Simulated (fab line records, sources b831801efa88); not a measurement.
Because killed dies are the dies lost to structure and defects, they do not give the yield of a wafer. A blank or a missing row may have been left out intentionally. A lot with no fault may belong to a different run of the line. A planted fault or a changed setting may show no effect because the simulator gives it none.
What tool caused it? | flow sky130 | 6 lots, 18 wafers sampled, at 3 steps of a route of 708

## WHAT THE GAUGES READ, wafer by wafer
SKY_VT_ADJUST_PCH_OVL_MEAS_07.
lot  | measured     | on         | VT_ADJUST_PCH_OVL (nm)
L987 | day 11 07:16 | overlay-01 | -0.2 1.2 -1.6
L994 | day 13 12:58 | overlay-01 | -3.5 -1.4 -2.3
L997 | day 14 10:58 | overlay-01 | 0.3 0.7 -0.4
L999 | day 15 02:31 | overlay-01 | -2.0 -0.3 -0.9
L101 | day 15 19:45 | overlay-01 | -1.2 -1.6 1.8
L106 | day 17 09:03 | overlay-01 | 0.9 1.7 0.2

## WHICH TOOL RAN EACH LOT (tool, then ch and the chambers of the sampled wafers, then the start)
lot  | SKY_VT_ADJUST_LVTN_STRIP_20          | SKY_VT_ADJUST_NCORE_STRIP_10
L987 | plasma asher-03 ch 0,1, day 8 14:07  | plasma asher-03 ch 0,1, day 9 12:08
L994 | plasma asher-02 ch 0,1, day 10 13:55 | plasma asher-04 ch 0,1, day 11 12:08
L997 | plasma asher-02 ch 0,1, day 11 07:55 | plasma asher-04 ch 0,1, day 12 08:25
L999 | plasma asher-03 ch 0,1, day 11 21:22 | plasma asher-01 ch 0,1, day 12 22:08
L101 | plasma asher-01 ch 0,1, day 12 13:24 | plasma asher-03 ch 0,1, day 13 14:25
L106 | plasma asher-03 ch 0,1, day 13 21:41 | plasma asher-03 ch 0,1, day 15 00:34
- SKY_VT_ADJUST_LVTN_STRIP_20: strips in O2/N2.
- SKY_VT_ADJUST_NCORE_STRIP_10: strips in O2/N2.

## THE ANSWER, worked out from the rows above alone
Rule: the usual values come from the lots themselves. Put in order of their means at a reading, lots are off if they are a third of the lots or fewer, leave a main group of 4 or more, and stand apart from it by a gap of 3 or more times the standard deviation of the main group's means; of several such gaps the widest counts. Not used: any main group whose means are identical at the precision the tables above print for the reading. A lot without any number at a reading at which 4 lots or more have one is off too. The other lots that the step has rows for count as sound.
No lot is off at any reading shown: from this, nothing can be told.

## WHAT HAD BEEN PUT IN BY THE SIMULATOR
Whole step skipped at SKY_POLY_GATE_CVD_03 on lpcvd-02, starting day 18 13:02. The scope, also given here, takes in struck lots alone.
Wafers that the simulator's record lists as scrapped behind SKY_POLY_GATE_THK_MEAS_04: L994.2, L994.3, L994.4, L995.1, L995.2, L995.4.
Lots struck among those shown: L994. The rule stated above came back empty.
